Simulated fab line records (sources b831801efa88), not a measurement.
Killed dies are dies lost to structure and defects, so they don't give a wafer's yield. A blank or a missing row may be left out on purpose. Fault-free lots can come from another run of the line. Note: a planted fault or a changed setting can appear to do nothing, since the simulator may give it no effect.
Struck lot and sound lot, side by side / flow sky130 / 35 out of 708 route steps
Sound: the wafers L153.1, L153.2, L153.5. Struck: wafer L165.3. (L165.2, L165.6 of the same lot were not struck and are left out.) The cause comes at the end.
Per side, at each step with rows, come the tool, then ch with its chambers, and then its first start. Under that, the readings that differ: sound wafers / struck wafers / difference of the means / sigmas: that difference in standard deviations of wafers without a fault.
alike: readings whose means differ by less than 2 such deviations, and words and numbers that are the same on both sides. not compared: withheld readings, readings that some wafer has no value for, bounds like >300 that may hide the same value, and numbers for which the record gives no deviation and whose values overlap.
A row with sigmas, a row that says differs or no value, or rows on one side alone: a step with any of these is where the two part. Non-overlapping numbers with no deviation appear without sigmas and do not part them. Lack of a reading on every wafer of one side parts them only where that side has two or more wafers.

first, 4 steps without rows for these wafers: SKY_METAL5_SOFTBAKE_10 (time 60 s); SKY_METAL5_EXPOSE_11 (exposes mask MM5, target cd 1600 nm); SKY_METAL5_PEB_12; SKY_METAL5_DEVELOP_13 (develop time 60 s).
SKY_METAL5_DESCUM_14: chemistry O2, time 11 s.
  sound on rie-metal-02 ch 0,1, day 44 09:48; struck on rie-metal-02 ch 1, day 47 03:25
  alike: drypump-motor-current-A, oes-product-au
  not compared: rf-hours-counter-h
SKY_METAL5_METAL_ETCH_15: etches the open film in Cl2/BCl3, stops on SiO2, target depth 1260 nm, time 252 s.
  sound on rie-metal-02 ch 0,1, day 44 09:50; struck on rie-metal-02 ch 1, day 47 03:26
  alike: drypump-motor-current-A, oes-product-au, throttle-valve-pct
  not compared: rf-hours-counter-h
then, 4 steps without rows for these wafers: SKY_METAL5_STRIP_16 (strips in O2/N2); SKY_METAL5_STRIP_17 (strips in post etch residue remover, time 1200 s); SKY_METAL5_CLEAN_18 (cleans in IPA, time 180 s); SKY_METAL5_CLEAN_19 (cleans in O3/DIW).
SKY_PASSIVATION_CVD_00: deposits SiO2, target thk 90 nm.
  sound on pecvd-04 ch 1,2, day 44 10:41; struck on pecvd-01 ch 1, day 47 04:47
  alike: heater-power-w
SKY_PASSIVATION_THK_MEAS_01:
  sound on film-metro-04 at day 44 10:43; struck on film-metro-04 at day 47 04:49
reading=PASSIVATION_CVD_00_THK (nm); sound=90.5 89.8 92.1; struck=88.2; difference=-2.6; sigmas=-2
SKY_PASSIVATION_CVD_02: deposits Si3N4, target thk 540 nm.
  sound on pecvd-03 ch 1,2, day 44 10:46; struck on pecvd-04 ch 0, day 47 04:52
reading=model.Si3N4_of_PASSIVATION_CVD_02.thk-nm (nm); sound=533.3 533.8 544.2; struck=739; difference=+202; sigmas=
  alike: heater-power-w
SKY_PASSIVATION_THK_MEAS_03:
  sound on film-metro-03 at day 44 11:07; struck on film-metro-01 at day 47 05:06
reading=PASSIVATION_CVD_02_THK (nm); sound=533 534 544; struck=739; difference=+202; sigmas=+29
then, 7 steps without rows for these wafers: SKY_PASSIVATION_DEHYDRATE_04 (time 60 s); SKY_PASSIVATION_HMDS_05 (prime time 60 s); SKY_PASSIVATION_COAT_06 (resist thk 3000 nm); SKY_PASSIVATION_SOFTBAKE_07; SKY_PASSIVATION_EXPOSE_08 (exposes mask NSM, target cd 3000 nm); SKY_PASSIVATION_PEB_09; SKY_PASSIVATION_DEVELOP_10 (develop time 60 s).
SKY_PASSIVATION_ETCH_11: etches the open film in CF4/O2, stops on AlCu, target depth 725 nm, time 161.1 s.
  sound on rie-diel-01 ch 2,3, day 45 09:17; struck on rie-diel-04 ch 1, day 48 00:50
reading=oes-product-au (a.u.); sound=0.971 0.967 0.989; struck=0.995; difference=+0.019; sigmas=+3
reading=model.PASSIVATION.feature-depth-nm (nm); sound=698 698.3 710.8; struck=729.4; difference=+27.0; sigmas=
reading=model.etch.depth-nm (nm); sound=698 698.3 710.8; struck=729.4; difference=+27.0; sigmas=
  alike: drypump-motor-current-A, throttle-valve-pct
  not compared: rf-hours-counter-h
SKY_PASSIVATION_STRIP_12: strips in O2/N2.
  sound on plasma-asher-02 ch 0,1, day 45 09:24; struck on plasma-asher-01 ch 1, day 48 00:56
  alike: drypump-motor-current-A, oes-product-au, strip-time-to-endpoint-s
  not compared: rf-hours-counter-h
then, 7 steps without rows for these wafers: SKY_PAD_OPEN_DEHYDRATE_00 (time 60 s); SKY_PAD_OPEN_HMDS_01 (prime time 60 s); SKY_PAD_OPEN_COAT_02 (resist thk 3000 nm); SKY_PAD_OPEN_SOFTBAKE_03; SKY_PAD_OPEN_EXPOSE_04 (exposes mask PDM, target cd 60000 nm); SKY_PAD_OPEN_PEB_05; SKY_PAD_OPEN_DEVELOP_06 (develop time 60 s).
SKY_PAD_OPEN_ETCH_07: etches the open film in CF4/O2, stops on AlCu, target depth 725 nm, time 161.1 s.
  sound on rie-diel-01 ch 1,2, day 46 06:31; struck on rie-diel-02 ch 3, day 48 19:45
reading=oes-product-au (a.u.); sound=0.977 0.971 0.980; struck=0.995; difference=+0.019; sigmas=+3
reading=model.PAD_OPEN.feature-depth-nm (nm); sound=698 698.3 710.8; struck=724.4; difference=+22.0; sigmas=
reading=model.etch.depth-nm (nm); sound=698 698.3 710.8; struck=724.4; difference=+22.0; sigmas=
  alike: drypump-motor-current-A, throttle-valve-pct
  not compared: rf-hours-counter-h
SKY_PAD_OPEN_STRIP_08: strips in O2/N2.
  sound on plasma-asher-01 ch 0,1, day 46 06:37; struck on plasma-asher-01 ch 0, day 48 19:52
  alike: drypump-motor-current-A, oes-product-au
  not compared: rf-hours-counter-h
SKY_PAD_OPEN_STRIP_09: strips in post etch residue remover, time 1200 s.
  sound on wet-bench-03 ch 0, day 46 06:43; struck on wet-bench-01 ch 3, day 48 19:58
reading=model.Si3N4_of_PASSIVATION_CVD_02.thk-nm (nm); sound=532.9 533.5 543.8; struck=738.6; difference=+201.9; sigmas=
  alike: bath-guard-temp-C
then, 1 step without rows for these wafers: SKY_PAD_OPEN_CLEAN_10 (cleans in IPA, time 180 s).
SKY_PAD_OPEN_PROBE_99:
  sound on prober-02 at day 46 08:50; struck on prober-02 at day 48 22:10
  alike: defect-limited-yield, killed_at_M0_to_M3, killed_at_M4_up, killed-at-contacts, killed-at-front-end, killed-at-other, killed-dies, killed-on-rim, killed-open, killed-short, sort_bin_3_pad_short, sort_bin_5_function, sort_bin_6_memory, sort-n-pass, sort-yield-pct

== WHERE THEY PART ==
Last at SKY_PAD_OPEN_ETCH_07 as far as this record goes, first at SKY_PASSIVATION_THK_MEAS_01. Later steps at which nothing parts them and some readings are alike: SKY_PAD_OPEN_STRIP_08, SKY_PAD_OPEN_STRIP_09, SKY_PAD_OPEN_PROBE_99.

WHY: whatever the simulator had introduced
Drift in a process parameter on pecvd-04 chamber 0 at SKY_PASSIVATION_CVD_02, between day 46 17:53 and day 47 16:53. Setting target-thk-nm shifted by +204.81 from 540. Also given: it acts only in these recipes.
